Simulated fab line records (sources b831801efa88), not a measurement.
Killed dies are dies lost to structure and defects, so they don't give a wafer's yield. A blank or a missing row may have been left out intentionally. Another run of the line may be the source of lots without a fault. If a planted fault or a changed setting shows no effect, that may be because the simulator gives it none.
Problem report, 8D (eight disciplines) form, completed by code / flow gf180mcu / the parts of the form that need people (team, actions taken, sign-off) are left out

== 1. WHAT WENT WRONG ==
chamber-o2-ppm at GF_SALICIDE_RTA_06 reads a mean of 301.990 on 9 wafers of 3 lots; wafers without a fault read 2.005 with a standard deviation of 0.018. That is +99 or more standard deviations from the usual mean.
The step: time 30 s.
Earliest sighting: wafer L825.2 on rtp-anneal-01 at day 17 17:49. The record has a number at this step for 21 wafers belonging to 7 lots. Rule for "out" (also "out of limits"): further than 4 standard deviations from the usual mean. All remaining wafers that have a number are taken as sound.

== 2. WHAT THIS IS AND IS NOT ==
question=which readings at this step | is=chamber-o2-ppm | is not=lamp-power-pct, wafer_temp_C_max
question=which lots | is=L825, L826, L827 | is not=L823, L824, L842, L843
question=which wafers of those lots | is=all that have a number | is not=-
question=read on which tools | is=rtp-anneal-01 | is not=rtp-anneal-02
question=when | is=from day 17 17:49 | is not=up to then (6 sound wafers); but 6 sound wafers of L842, L843 came after

== 3. THE SUSPECTS, EACH WITH WHAT RULES IT OUT ==
Counting: any tool at a process step up to the reading is kept as a suspect provided that every lot that is out went through it and no sound lot did after the first of them.
- rtp-anneal-01 at GF_SALICIDE_RTA_06 (time 30 s): ruled out as a lasting fault. After its first lot that is out, L825 (day 17 17:49), sound lots L843 ran on it.
Left after counting: nothing in the record.

== 4. THE CAUSE (what the simulator had put in) ==
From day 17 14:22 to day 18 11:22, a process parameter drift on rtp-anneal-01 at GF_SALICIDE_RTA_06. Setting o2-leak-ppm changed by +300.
Counting ruled it out, wrongly.

== 5. THE CHAIN OF EFFECTS, in route order ==
Each row: a reading whose mean over the struck wafers that have a number lies more than 3 standard deviations from the usual. Only readings for which the record gives a usual standard deviation are gone through. hours: the time from each lot's start at the first step in this table that gives one to its start at this step, as a median over the lots. sigmas: the change in usual standard deviations.
hours=0; step=GF_SALICIDE_RTA_06; reading=chamber-o2-ppm; usual=2.005; on struck wafers=301.990; change=+299.985; sigmas=+99 or more
Its process steps:
- GF_SALICIDE_RTA_06: time 30 s.

== 6. HOW IT WOULD HAVE BEEN CAUGHT EARLIER ==
3 hours passed between the start of the fault at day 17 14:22 and the first reading out of limits in this record, taken at day 17 17:49.
